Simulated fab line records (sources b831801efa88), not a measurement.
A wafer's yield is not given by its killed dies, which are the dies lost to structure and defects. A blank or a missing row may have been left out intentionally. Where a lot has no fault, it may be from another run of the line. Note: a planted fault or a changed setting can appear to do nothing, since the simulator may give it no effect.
Which of the tools did it? + flow gf180mcu + 30 wafers from 10 lots sampled at 4 of the route's 602 steps

## WHAT THE GAUGES SHOWED, per wafer
GF_CONTACT_THK_MEAS_03. Usual: CONTACT_CVD_02_THK 860 nm, standard deviation 11.
| lot  | measured     | on            | CONTACT_CVD_02_THK (nm) | flag |
|------|--------------|---------------|-------------------------|------|
| L720 | day 15 22:33 | film-metro-01 | 854 853 864             |      |
| L721 | day 16 06:34 | film-metro-02 | 852 859 861             |      |
| L722 | day 16 15:02 | film-metro-03 | 842 860 863             |      |
| L723 | day 16 15:44 | film-metro-02 | 865 879 876             |      |
| L731 | day 19 02:35 | film-metro-02 | 848 854 858             |      |
| L733 | day 19 22:00 | film-metro-01 | 849 854 862             |      |
| L734 | day 20 00:11 | film-metro-03 | 843 871 864             |      |
| L735 | day 20 10:05 | film-metro-01 | 859 865 862             |      |
| L737 | day 21 06:56 | film-metro-02 | 855 873 856             |      |
| L743 | day 23 00:07 | film-metro-02 | 863 869 858             |      |

GF_M1_THK_MEAS_06: measures by xrf. Usual: M1_ALCU_THK 454 nm, standard deviation 4.9.
| lot  | measured     | on            | M1_ALCU_THK (nm) | flag |
|------|--------------|---------------|------------------|------|
| L720 | day 16 22:13 | film-metro-04 | 449 451 459      |      |
| L721 | day 17 06:41 | film-metro-02 | 450 457 450      |      |
| L722 | day 17 15:52 | film-metro-04 | 460 460 461      |      |
| L723 | day 17 16:38 | film-metro-02 | 457 462 454      |      |
| L731 | day 20 04:47 | film-metro-04 | 456 449 457      |      |
| L733 | day 21 00:47 | film-metro-02 | 458 455 454      |      |
| L734 | day 21 02:40 | film-metro-02 | 444 448 449      |      |
| L735 | day 21 12:39 | film-metro-02 | 454 464 459      |      |
| L737 | day 22 08:10 | film-metro-04 | 454 460 454      |      |
| L743 | day 24 00:57 | film-metro-02 | 454 456 457      |      |

## WHAT TOOL EACH LOT RAN ON (gives the tool, then ch and the chambers of the sampled wafers, and finally the start)
| lot  | GF_CONTACT_CVD_02               | GF_CONTACT_CMP_27             |
|------|---------------------------------|-------------------------------|
| L720 | pecvd-02 ch 0,1,2, day 15 22:29 | cmp-02 ch 0,1, day 16 21:35   |
| L721 | pecvd-01 ch 0,2, day 16 06:29   | cmp-01 ch 1,3, day 17 06:05   |
| L722 | pecvd-03 ch 0,1,2, day 16 14:57 | cmp-02 ch 0,1, day 17 15:12   |
| L723 | pecvd-01 ch 0,1,2, day 16 15:40 | cmp-02 ch 0,1, day 17 15:59   |
| L731 | pecvd-01 ch 0,1,2, day 19 02:31 | cmp-02 ch 0,1,2, day 20 04:11 |
| L733 | pecvd-02 ch 0,2, day 19 21:53   | cmp-02 ch 1,2,3, day 21 00:11 |
| L734 | pecvd-02 ch 0,2, day 20 00:05   | cmp-01 ch 2,3, day 21 02:05   |
| L735 | pecvd-02 ch 0,2, day 20 09:59   | cmp-01 ch 0,1,3, day 21 12:08 |
| L737 | pecvd-03 ch 1,2, day 21 06:50   | cmp-01 ch 1,3, day 22 07:34   |
| L743 | pecvd-03 ch 0,1, day 23 00:01   | cmp-02 ch 0,1, day 24 00:20   |
- GF_CONTACT_CVD_02: deposits SiO2 from TEOS, target thk 860 nm, time 95.992 s.
- GF_CONTACT_CMP_27: polishes, stops on SiO2, t overpolish 15 s, target thk 0 nm.

## AS READ BY THE TOOLS THEMSELVES (means over the sampled wafers that have a number; for cases with no such wafer, the mark the record gives instead)
GF_CONTACT_CVD_02. Usual: heater-power-w at 646 W, with a standard deviation of 86.
| lot  | tool     | heater-power-w (W) | flag |
|------|----------|--------------------|------|
| L720 | pecvd-02 | 588                |      |
| L721 | pecvd-01 | 717                |      |
| L722 | pecvd-03 | 545                |      |
| L723 | pecvd-01 | 722                |      |
| L731 | pecvd-01 | 729                |      |
| L733 | pecvd-02 | 622                |      |
| L734 | pecvd-02 | 611                |      |
| L735 | pecvd-02 | 682                |      |
| L737 | pecvd-03 | 634                |      |
| L743 | pecvd-03 | 580                |      |

GF_CONTACT_CMP_27. Usual: edge-zone-pressure-frac 1.000, standard deviation 0.0054; head-pressure-psi 3.500 psi, standard deviation 0.007; motor-current-A 10.4 A, standard deviation 0.63; overpolish-run-s 15.000 s, standard deviation 0.0095; time-to-endpoint-s 71 s, standard deviation 3.4.
| lot  | tool   | edge-zone-pressure-frac | head-pressure-psi (psi) | motor-current-A (A) | overpolish-run-s (s) | time-to-endpoint-s (s) | flag |
|------|--------|-------------------------|-------------------------|---------------------|----------------------|------------------------|------|
| L720 | cmp-02 | 0.999                   | 3.499                   | 11.3                | 15.007               | 68                     |      |
| L721 | cmp-01 | 1.002                   | 3.503                   | 10.2                | 15.005               | 74                     |      |
| L722 | cmp-02 | 1.000                   | 3.499                   | 10.9                | 15.003               | 71                     |      |
| L723 | cmp-02 | 1.000                   | 3.506                   | 11.0                | 15.008               | 70                     |      |
| L731 | cmp-02 | 0.997                   | 3.554                   | 10.6                | 14.999               | 70                     | OFF  |
| L733 | cmp-02 | 1.004                   | 3.539                   | 10.6                | 14.998               | 72                     | OFF  |
| L734 | cmp-01 | 1.000                   | 3.495                   | 10.7                | 15.003               | 69                     |      |
| L735 | cmp-01 | 0.995                   | 3.501                   | 9.8                 | 14.993               | 70                     |      |
| L737 | cmp-01 | 0.997                   | 3.505                   | 10.4                | 15.004               | 73                     |      |
| L743 | cmp-02 | 1.004                   | 3.504                   | 11.2                | 14.995               | 74                     |      |

## THE ANSWER, worked out from the rows above alone
Rule: a lot is off if the mean of its wafers that have a number lies more than 3 standard deviations from the usual mean. Also off: a lot with no number at a reading for which 4 or more lots have one. Any other lot the step has rows for is counted as sound. First the gauges in route order, then the tools' own readings, where a lot's mean is used as printed above. The first step at which some lot is off is used, and at that step the reading that is off furthest; a lot without a number counts as furthest.
Off: L731, L733 (GF_CONTACT_CMP_27, head-pressure-psi).
A tool fits if, at that step or a process step before it, it ran every lot that is off, and no sound lot after the first of them. None of those tried fits.

## WHAT HAD BEEN PUT IN BY THE SIMULATOR
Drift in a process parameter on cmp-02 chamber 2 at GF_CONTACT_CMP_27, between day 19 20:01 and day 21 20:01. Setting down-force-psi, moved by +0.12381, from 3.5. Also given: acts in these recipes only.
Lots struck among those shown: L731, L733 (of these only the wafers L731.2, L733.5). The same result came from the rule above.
